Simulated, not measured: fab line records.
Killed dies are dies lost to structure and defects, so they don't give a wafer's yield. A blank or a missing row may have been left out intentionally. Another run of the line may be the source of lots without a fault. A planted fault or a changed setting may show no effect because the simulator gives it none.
8D (eight disciplines) problem report, filled in by code ; flow gf180mcu ; the parts of the form that need people (team, actions taken, sign-off) are left out

1. THE PROBLEM
MIM_CVD_05_THK at GF_MIM_THK_MEAS_06 reads a mean of 51.3 nm on 2 wafers of 2 lots; wafers without a fault read 42.1 nm with a standard deviation of 0.51. That puts it +18 standard deviations away from the usual mean.
Earliest sighting: wafer L692.1 on film metro-01 at day 29 08:21. The record has a number at this step for 36 wafers belonging to 12 lots. Rule for "out" (also "out of limits"): further than 4 standard deviations from the usual mean. Any other wafer with a number is counted as sound.

2. WHAT IT IS AND WHAT IT IS NOT
question;is;is not
which readings at this step;MIM_CVD_05_THK;-
which lots;L692, L693;L677, L679, L682, L683, L684, L685, L696, L697, L698, L699
which wafers of those lots;L692.1, L693.1;L692.2, L692.6, L693.3, L693.4
read on which gauges;film metro-01;film metro-03, film metro-04
when;from day 29 08:21;"up to then (20 sound wafers); but 14 sound wafers of L693, L696, L697, L698, L699 came after"

3. THE SUSPECTS, EACH WITH WHAT RULES IT OUT
Counting: a tool at a process step up to the reading stays a suspect if it ran every lot that is out. Sound lots after the first of them don't rule it out here, since some wafers of a struck lot are sound.
- the gauge at GF_MIM_THK_MEAS_06: ruled out. All the wafers that are out were read on film metro-01, but those of them that GF_MIM_CVD_05 has rows for are out there too, on other tools.
- pecvd-02 at GF_MIM_CVD_05 (deposits Si3N4, target thk 42 nm, time 29.086 s): kept. Every lot that is out went through it, the first being L692 (day 29 08:19); the last sound lot it ran before that was L683 (day 26 23:26). On those wafers its own readings are out: run length s.
- Within pecvd-02 at GF_MIM_CVD_05, the wafers that are out were processed in chamber 0 and their sound lot-mates in chamber 1.
After counting, what remains is pecvd-02 at GF_MIM_CVD_05.

4. THE CAUSE (what the simulator had put in)
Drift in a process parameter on pecvd-02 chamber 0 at GF_MIM_CVD_05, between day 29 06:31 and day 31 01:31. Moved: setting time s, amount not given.
After counting, this tool was the only one left.

5. SEQUENCE OF EFFECTS, ordered by route
Each row: a reading where the mean over the struck wafers with a number is more than 3 standard deviations away from the usual. Scope: only readings with a usual standard deviation given in the record; hours: median across lots of the time from each lot's start at the first step in this table that gives one to its start at this step; sigmas: change in usual standard deviations.
hours;step;reading;usual;on struck wafers;change;sigmas
0;GF_MIM_CVD_05;run length s;57.1 s;63.5;+6.4;+10
0;GF_MIM_THK_MEAS_06;MIM_CVD_05_THK;42.1 nm;51.3;+9.2;+18
It contains these process steps:
- GF_MIM_CVD_05: deposits Si3N4, target thk 42 nm, time 29.086 s.

6. HOW IT WOULD HAVE BEEN CAUGHT EARLIER
The first out-of-limits reading at a measuring or inspecting step in this record came at day 29 08:21, 2 hours after the fault's start at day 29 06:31.
The tool's own readings at GF_MIM_CVD_05 were out on every struck wafer that the step has a row for (run length s): an alarm limit on them would have fired on the first of those.
Lots out: 2; of these, L693 started GF_MIM_CVD_05 on pecvd-02 after day 29 08:21. A tool hold placed at that time would have kept it from harm.
